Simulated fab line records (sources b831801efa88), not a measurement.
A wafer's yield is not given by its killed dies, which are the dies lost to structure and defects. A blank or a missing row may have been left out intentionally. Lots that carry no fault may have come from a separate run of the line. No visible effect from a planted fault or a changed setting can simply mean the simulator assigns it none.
Problem report, 8D (eight disciplines) form, completed by code    flow sky130    the parts of the form that need people (team, actions taken, sign-off) are left out

## 1. WHAT WENT WRONG
Wafers without a fault read 3000.0 rpm, standard deviation 2.1; spinSpeedRpm at SKY_LDD_P_COAT_02 reads a mean of 3298.2 rpm on 9 wafers belonging to 3 lots. So: +99 or more standard deviations from the usual mean.
The step: resist thk 1140 nm.
The first sign was on wafer L983.2 at day 24 05:18, on lithoTrack-02. At this step, 33 wafers from 11 lots have a number in the record. The rule behind "out" and "out of limits": a value lying over 4 standard deviations away from the usual mean. The other wafers with a number count as sound.

## 2. WHAT IT IS, AND WHAT IT ISN'T
question                     is                      is not
which readings at this step  spinSpeedRpm            -
which lots                   L983, L984, L986        L972, L976, L977, L979, L981, L985, L989, L992
which wafers of those lots   all that have a number  -
read on which tools          lithoTrack-02           lithoTrack-03, lithoTrack-04
when                         from day 24 05:18       up to then (15 sound wafers); but 9 sound wafers of L985, L989, L992 came after

## 3. WHAT RULES OUT EACH SUSPECT
Counting: any tool at a process step up to the reading is kept as a suspect provided that every lot that is out went through it and no sound lot did after the first of them.
- lithoTrack-02 at SKY_LDD_P_COAT_02 (resist thk 1140 nm): kept. All lots that are out passed through it, beginning with L983 at day 24 05:18, and no sound lot followed; its final sound lot before that point was L981 at day 23 05:11. Its own readings are out on those wafers: spinSpeedRpm.
Left after counting: lithoTrack-02 at SKY_LDD_P_COAT_02.

## 4. THE CAUSE (what the simulator had put in)
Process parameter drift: lithoTrack-02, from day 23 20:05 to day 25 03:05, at SKY_LDD_P_COAT_02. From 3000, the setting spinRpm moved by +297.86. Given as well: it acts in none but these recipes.
The count eliminated every tool but this one.

## 5. SEQUENCE OF EFFECTS, ordered by route
One row per reading whose mean, taken over the struck wafers that have a number, lies over 3 standard deviations from the usual. Only readings whose record carries a usual standard deviation are examined. hours: median over the lots of the time between each lot's start at the first step of this table that gives one and its start at this step. sigmas: the change, counted in usual standard deviations.
hours  step                reading               usual       on struck wafers  change  sigmas
0      SKY_LDD_P_COAT_02   spinSpeedRpm          3000.0 rpm  3298.2            +298.2  +99 or more
16     SKY_LDD_P_STRIP_10  stripTimeToEndpointS  14.18 s     13.57             -0.61   -15
Its process steps:
- SKY_LDD_P_COAT_02: resist thk 1140 nm.
- SKY_LDD_P_STRIP_10: strips in O2/N2.
Later measuring or inspecting steps at which every struck wafer that the step has a row for has a number for every such reading, and none has moved that far: SKY_LI_CONTACT_RS_MEAS_22.

## 6. HOW IT WOULD HAVE BEEN CAUGHT EARLIER
In this record the first reading out of limits was taken at day 24 05:18, 9 hours after the fault began at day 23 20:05.
